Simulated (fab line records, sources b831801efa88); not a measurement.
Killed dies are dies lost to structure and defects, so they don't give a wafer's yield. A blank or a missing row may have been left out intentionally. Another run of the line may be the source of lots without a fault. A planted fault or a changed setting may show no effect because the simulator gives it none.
A lot that was struck, set against a sound lot | flow sky130 | 16 steps out of a route of 708
Sound: wafers L182.1, L182.3, L182.6. Struck: wafer L188.4 (left out: L188.3, L188.5 of the same lot, which were not struck); the cause appears at the end.
Each step with rows lists, per side, the tool, then ch with its chambers, then its first start. Under that, the readings that differ: sound wafers | struck wafers | difference of the means | sigmas: that difference in standard deviations of wafers without a fault.
alike: readings with means less than 2 such deviations apart, plus words and numbers identical on both sides. not compared: withheld readings, readings lacking a value on some wafer, bounds such as >300 that could conceal the same value, and numbers that have no deviation in the record and whose values overlap.
A row with sigmas, a row that says differs or no value, or rows on one side alone: a step with any of these is where the two part. When numbers do not overlap yet have no deviation, they are printed without sigmas and do not part them. Lack of a reading on every wafer of one side parts them only where that side has two or more wafers.

SKY_METAL1_THK_MEAS_06: measures by xrf.
  sound on film-metro-04, day 33 02:31; struck on film-metro-01, day 34 20:38
  alike: METAL1_ALCU_THK
then, 8 steps without rows for these wafers: SKY_METAL1_DEHYDRATE_07 (time 60 s); SKY_METAL1_HMDS_08 (prime time 60 s); SKY_METAL1_COAT_09 (resist thk 60 nm); SKY_METAL1_COAT_10 (resist thk 450 nm); SKY_METAL1_SOFTBAKE_11 (time 90 s); SKY_METAL1_EXPOSE_12 (exposes mask MM1, target cd 140 nm); SKY_METAL1_PEB_13; SKY_METAL1_DEVELOP_14 (develop time 60 s).
SKY_METAL1_CD_MEAS_15: the cd target is 140 nm.
  sound on cd-sem-02, day 34 06:10; struck on cd-sem-01, day 35 23:24
  alike: cd-nm
SKY_METAL1_OVL_MEAS_16:
  sound on overlay-01, day 34 06:17; struck on overlay-01, day 35 23:29
  alike: METAL1_OVL
SKY_METAL1_DESCUM_17: chemistry O2, time 8 s.
  sound on rie-metal-04 ch 0, day 34 06:19; struck on rie-metal-04 ch 1, day 35 23:31
  alike: chamber-pressure-mTorr, drypump-motor-current-A, he-backside-leak-sccm, oes-product-au
  not compared: rf-hours-counter-h
SKY_METAL1_ETCH_18: etches BARC in N2/H2, stops on SiO2, time 45.9 s, target depth 60 nm.
  sound on rie-metal-04 ch 0, day 34 06:23; struck on rie-metal-04 ch 1, day 35 23:34
  reading                                       | sound                | struck | difference | sigmas
  rf-fwd-power-W (W)                            | 496.5 496.2 496.2    | 410.5  | -85.8      | -45
  throttle-valve-pct (%)                        | 13.194 13.238 13.217 | 13.235 | +0.019     | +2
  model.KrF-thick_of_METAL1_COAT_10.thk-nm (nm) | 391 392.3 391.3      | 398.4  | +6.9       |
  alike: bias-w, chamber-pressure-mTorr, drypump-motor-current-A, he-backside-leak-sccm, oes-product-au
  not compared: rf-hours-counter-h
SKY_METAL1_METAL_ETCH_19: etches the open film in Cl2/BCl3, stops on SiO2, target depth 360 nm, time 78 s.
  sound on rie-metal-04 ch 0, day 34 06:31; struck on rie-metal-04 ch 1, day 35 23:38
  reading                                       | sound             | struck | difference | sigmas
  oes-product-au (a.u.)                         | 0.859 0.858 0.859 | 0.846  | -0.013     | -2
  model.KrF-thick_of_METAL1_COAT_10.thk-nm (nm) | 152.7 154 152.2   | 158.2  | +5.2       |
  alike: bias-w, chamber-pressure-mTorr, drypump-motor-current-A, he-backside-leak-sccm, rf-fwd-power-W, throttle-valve-pct
  not compared: rf-hours-counter-h
SKY_METAL1_STRIP_20: strips in O2/N2.
  sound on plasma-asher-04 ch 0,1, day 34 06:41; struck on plasma-asher-03 ch 1, day 35 23:44
  alike: chamber-pressure-mTorr, drypump-motor-current-A, o2-flow-sccm, oes-product-au, strip-time-to-endpoint-s
  not compared: rf-hours-counter-h
-- the record jumps here: 13 days lie between the struck wafers' starts before and after (it left off in module METAL1 and takes up again in module PAD_OPEN, whose first step shown is number 708 of the route) --
SKY_PAD_OPEN_PROBE_99:
  sound on prober-02, day 47 08:29; struck on prober-02, day 48 12:52
  alike: defect-limited-yield, killed_at_M0_to_M3, killed_at_M4_up, killed-at-contacts, killed-at-front-end, killed-at-other, killed-dies, killed-open, killed-short, sort_bin_3_pad_short, sort_bin_5_function, sort_bin_6_memory, sort-n-pass, sort-yield-pct

== WHERE THEY PART ==
First at SKY_METAL1_ETCH_18; last, within this record, at SKY_METAL1_METAL_ETCH_19. Later steps at which nothing parts them and some readings are alike: SKY_METAL1_STRIP_20, SKY_PAD_OPEN_PROBE_99.

WHY: what the simulator had put in
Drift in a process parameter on rie-metal-04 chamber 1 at SKY_METAL1_ETCH_18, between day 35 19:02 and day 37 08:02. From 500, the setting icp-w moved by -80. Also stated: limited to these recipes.
